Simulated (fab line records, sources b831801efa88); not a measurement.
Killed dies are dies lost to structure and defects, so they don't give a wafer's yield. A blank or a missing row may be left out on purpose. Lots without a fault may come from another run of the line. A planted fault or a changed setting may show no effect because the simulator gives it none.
fab line records | flow sky130 | part 2 of 2: steps 35 to 46 of 46
record lots=5 wafers=15 last_day=49
route steps=708 shown NWELL@33 DNWELL@35 PWDE@45
lots that met no fault: from a run of the same line without faults
start_h: hours from the record's first day to the start of the lot's first wafer shown | wait_h: hours since the lot's step before | " the same as in the row above | L1.1+2: a row that stands for several wafers | - no value, or no start given | * or withheld: withheld | < > ~ a bound
route shown NAME@n: a module of which the file shows steps, and the number in the route of the first | usual: mean/standard deviation of fault-free wafers | same: alike in all rows | chamber/n: place in a boat | sites: the reading at each site | _std_site: their standard deviation | _edge_site: outer sites' mean less inner sites' | radius_mm: how far each site lies from the wafer's centre | mask NAME#n: copy n | behind: the tool/chamber that last shaped the wafer | hold: why the lot was held/for how many hours/how that ended | device: the transistor (n, p or np) that didn't switch | end of line: the same wafers' tests at the end of the route | a step without rows: its recipe alone | killed: dies lost to structure and defects at the first sort, not the wafer's yield | map: a wafer's dies, x killed, . not, _ none there
set.NAME: the setting as run; set.NAME@STEP: as run at that earlier step | model.NAME: the simulator's own value behind a step, which no gauge read
lots at some steps of the route; a table a step, a row a wafer
services: from which hour (start_h, from the record's first day; less than 0 if before it) a tool's chamber was out of use, for how many hours, and why
## steps
# step SKY_NWELL_STRIP_14
# recipe chemistry=O2/N2 power_w=1400 pressure_mtorr=1500 platen_temp_c=withheld o2_flow_sccm=3000 n2_flow_sccm=300 overash_fraction=0.5
# usual drypump_motor_current_A=5.9/0.55 oes_product_au=0.723/0.0042 strip_time_to_endpoint_s=36.91/0.12
# columns lot.wafer tool chamber start_h wait_h drypump_motor_current_A oes_product_au rf_hours_counter_h strip_time_to_endpoint_s
L078.1 plasma_asher-03 0 109.49 0.1 5.4 0.719 43 37.06
L078.3 " 0 " " 5.4 0.724 - 37.11
L078.6 " 1 " " 5.8 0.723 - 37.09
L083.2 plasma_asher-01 1 137.39 0.1 5.0 0.728 3 36.96
L083.3 " 1 " " 5.1 0.718 - 36.95
L083.6 " 0 " " 6.6 0.728 - 36.87
L084.1 plasma_asher-04 0 142.39 0.1 6.4 0.721 28 36.95
L084.4 " 0 " " 6.4 0.718 - 36.92
L084.6 " 1 " " 6.2 0.724 - 37.04
L089.1 plasma_asher-01 1 176.75 0.1 5.1 0.719 7 36.85
L089.5 " 1 " " 5.0 0.717 - 36.93
L089.6 " 0 " " 6.5 0.727 - 36.66
L094.1 plasma_asher-04 0 202.45 0.1 6.4 0.730 34 37.03
L094.4 " 1 " " 6.2 0.724 - 37.01
L094.5 " 0 " " 6.4 0.727 - 36.91
# step SKY_NWELL_TW_MEAS_15
# usual NWELL_TW=1817/21
# columns lot.wafer tool chamber start_h wait_h NWELL_TW
L078.1 film_metro-01 - 109.59 0.1 1842
L078.3 " - " " 1834
L078.6 " - " " 1838
L083.2 film_metro-04 - 137.50 0.1 1820
L083.3 " - " " 1819
L083.6 " - " " 1824
L084.1 film_metro-04 - 142.49 0.1 1822
L084.4 " - " " 1825
L084.6 " - " " 1840
L089.1 film_metro-03 - 176.85 0.1 1789
L089.5 " - " " 1790
L089.6 " - " " 1792
L094.1 film_metro-03 - 202.55 0.1 1789
L094.4 " - " " 1795
L094.5 " - " " 1805
# step SKY_NWELL_DEHYDRATE_16
# recipe temp_c=200 time_s=60
# columns lot.wafer tool chamber start_h wait_h
L078.1+3+6 litho_track-04 0 117.63 8.0
L083.2+3+6 litho_track-04 0 146.55 9.0
L084.1+4+6 litho_track-01 0 151.81 9.3
L089.1+5+6 litho_track-04 0 186.53 9.7
L094.1+4+5 litho_track-04 0 212.68 10.1
# step SKY_NWELL_HMDS_17
# recipe prime_time_s=60 prime_temp_c=120
# columns lot.wafer tool chamber start_h wait_h
L078.1+3+6 litho_track-04 0 117.78 0.1
L083.2+3+6 litho_track-04 0 146.70 0.1
L084.1+4+6 litho_track-01 0 151.96 0.1
L089.1+5+6 litho_track-04 0 186.68 0.1
L094.1+4+5 litho_track-04 0 212.83 0.1
# step SKY_NWELL_COAT_18
# recipe spin_rpm=2000 resist_thk_nm=3000
# columns lot.wafer tool chamber start_h wait_h
L078.1+3+6 litho_track-04 0 117.93 0.1
L083.2+3+6 litho_track-04 0 146.85 0.1
L084.1+4+6 litho_track-01 0 152.11 0.1
L089.1+5+6 litho_track-04 0 186.83 0.1
L094.1+4+5 litho_track-04 0 212.98 0.1
# step SKY_NWELL_SOFTBAKE_19
# recipe temp_c=110 time_s=withheld
# columns lot.wafer tool chamber start_h wait_h
L078.1+3+6 litho_track-04 0 118.08 0.1
L083.2+3+6 litho_track-04 0 147.01 0.1
L084.1+4+6 litho_track-01 0 152.26 0.1
L089.1+5+6 litho_track-04 0 186.98 0.1
L094.1+4+5 litho_track-04 0 213.13 0.1
# step SKY_NWELL_EXPOSE_20
# recipe mask_id=NWM_COMPLEMENT na=0.6 source_shape=conventional sigma_outer=0.6 polarization=unpolarized target_cd_nm=840 dose_mj=260
# usual stage_vel_mm_s=499.99/0.24
# columns lot.wafer tool chamber start_h wait_h mask stage_vel_mm_s
L078.1 iline_stepper-02 0 - - NWM_COMPLEMENT#0 499.92
L078.3 " 0 " " NWM_COMPLEMENT#0 500.05
L078.6 " 0 " " NWM_COMPLEMENT#0 499.70
L083.2 iline_stepper-01 0 - - NWM_COMPLEMENT#0 500.28
L083.3 " 0 " " NWM_COMPLEMENT#0 500.06
L083.6 " 0 " " NWM_COMPLEMENT#0 499.93
L084.1 iline_stepper-01 0 - - NWM_COMPLEMENT#0 500.10
L084.4 " 0 " " NWM_COMPLEMENT#0 499.88
L084.6 " 0 " " NWM_COMPLEMENT#0 500.01
L089.1 iline_stepper-02 0 - - NWM_COMPLEMENT#0 499.88
L089.5 " 0 " " NWM_COMPLEMENT#0 500.18
L089.6 " 0 " " NWM_COMPLEMENT#0 499.83
L094.1 iline_stepper-01 0 - - NWM_COMPLEMENT#0 499.70
L094.4 " 0 " " NWM_COMPLEMENT#0 500.01
L094.5 " 0 " " NWM_COMPLEMENT#0 500.05
# step SKY_NWELL_PEB_21
# recipe temp_c=115 time_s=withheld
# columns lot.wafer tool chamber start_h wait_h
L078.1+3+6 litho_track-02 0 - -
L083.2+3+6 litho_track-02 0 - -
L084.1+4+6 litho_track-02 0 - -
L089.1+5+6 litho_track-01 0 - -
L094.1+4+5 litho_track-02 0 - -
# step SKY_NWELL_DEVELOP_22
# recipe wall_angle_deg=90 developer=TMAH develop_time_s=60 dev_temp_c=23
# columns lot.wafer tool chamber start_h wait_h
L078.1+3+6 litho_track-02 0 - -
L083.2+3+6 litho_track-02 0 - -
L084.1+4+6 litho_track-02 0 - -
L089.1+5+6 litho_track-01 0 - -
L094.1+4+5 litho_track-02 0 - -
# step SKY_NWELL_OVL_MEAS_23
# usual NWELL_01_OVL=-0.7/1.5
# columns lot.wafer tool chamber start_h wait_h NWELL_01_OVL[nm]
L078.1 overlay-01 - 127.60 - -2.9
L078.3 " - " " -3.1
L078.6 " - " " -0.4
L083.2 overlay-01 - 156.86 - -4.4
L083.3 " - " " -2.0
L083.6 " - " " -3.0
L084.1 overlay-01 - 161.95 - -2.0
L084.4 " - " " 0.1
L084.6 " - " " -0.4
L089.1 overlay-01 - 197.56 - 1.3
L089.5 " - " " 1.7
L089.6 " - " " 0.5
L094.1 overlay-02 - 224.05 - -2.0
L094.4 " - " " -1.2
L094.5 " - " " -1.4
# step SKY_NWELL_IMPLANT_24
# recipe species=B energy_kev=140 dose_cm2=9.2e+12 tilt_deg=withheld
# usual beam_on_s=9.99/0.19
# columns lot.wafer tool chamber start_h wait_h beam_on_s
L078.1 implanter-02 0 127.64 0.0 9.98
L078.3 " 0 " " 10.00
L078.6 " 0 " " 9.85
L083.2 implanter-01 0 156.92 0.0 10.06
L083.3 " 0 " " 9.63
L083.6 " 0 " " 10.31
L084.1 implanter-02 0 161.99 0.0 10.06
L084.4 " 0 " " 10.32
L084.6 " 0 " " 9.90
L089.1 implanter-01 0 197.60 0.0 9.93
L089.5 " 0 " " 10.09
L089.6 " 0 " " 9.93
L094.1 implanter-02 0 224.09 0.0 9.89
L094.4 " 0 " " 9.99
L094.5 " 0 " " 9.78
# step SKY_NWELL_STRIP_25
# recipe chemistry=O2/N2 power_w=1400 pressure_mtorr=1500 platen_temp_c=withheld o2_flow_sccm=3000 n2_flow_sccm=300 overash_fraction=0.5
# usual drypump_motor_current_A=5.9/0.63 oes_product_au=0.722/0.0038 strip_time_to_endpoint_s=36.88/0.099
# columns lot.wafer tool chamber start_h wait_h drypump_motor_current_A oes_product_au rf_hours_counter_h strip_time_to_endpoint_s
L078.1 plasma_asher-01 0 127.79 0.1 6.5 0.719 1 37.12
L078.3 " 0 " " 6.5 0.724 - 37.18
L078.6 " 1 " " 5.0 0.724 - 37.09
L083.2 plasma_asher-01 0 157.04 0.1 6.6 0.726 5 36.87
L083.3 " 0 " " 6.5 0.723 - 36.98
L083.6 " 0 " " 6.5 0.721 - 36.90
L084.1 plasma_asher-01 1 162.14 0.1 5.1 0.722 5 36.87
L084.4 " 1 " " 5.1 0.724 - 36.83
L084.6 " 1 " " 5.0 0.725 - 36.91
L089.1 plasma_asher-03 0 197.75 0.1 5.4 0.721 51 36.75
L089.5 " 0 " " 5.4 0.727 - 36.81
L089.6 " 1 " " 5.8 0.727 - 36.75
L094.1 plasma_asher-01 1 224.24 0.1 5.0 0.721 11 36.96
L094.4 " 0 " " 6.6 0.720 - 37.04
L094.5 " 0 " " 6.6 0.720 - 36.96
## services
# columns tool chamber start_h hours kind
implanter-01 - 34.22 1.1 repair
implanter-04 - 36.32 6.2 pm
furnace-02 - 42.50 4.0 pm
iline_stepper-01 0 43.87 - calibration
implanter-03 - 53.67 1.5 repair
implanter-01 - 55.14 7.5 pm
implanter-03 - 58.67 3.7 pm
plasma_asher-04 - 64.77 2.8 pm
implanter-04 - 79.45 1.8 repair
implanter-03 - 94.60 13.8 pm
plasma_asher-01 - 108.75 9.0 pm
plasma_asher-01 - 111.70 0.6 repair
implanter-04 - 126.91 5.9 repair
plasma_asher-02 - 127.18 10.7 repair
iline_stepper-02 - 128.00 3.7 repair
plasma_asher-03 - 129.48 10.0 repair
iline_stepper-01 - 156.48 1.7 pm
implanter-04 - 170.92 1.7 repair
furnace-01 - 173.84 4.0 pm
implanter-04 - 184.43 3.5 repair
iline_stepper-01 - 186.61 2.1 pm
furnace-01 - 200.22 3.9 pm
furnace-01 - 209.08 7.5 repair
plasma_asher-04 - 213.94 14.6 pm
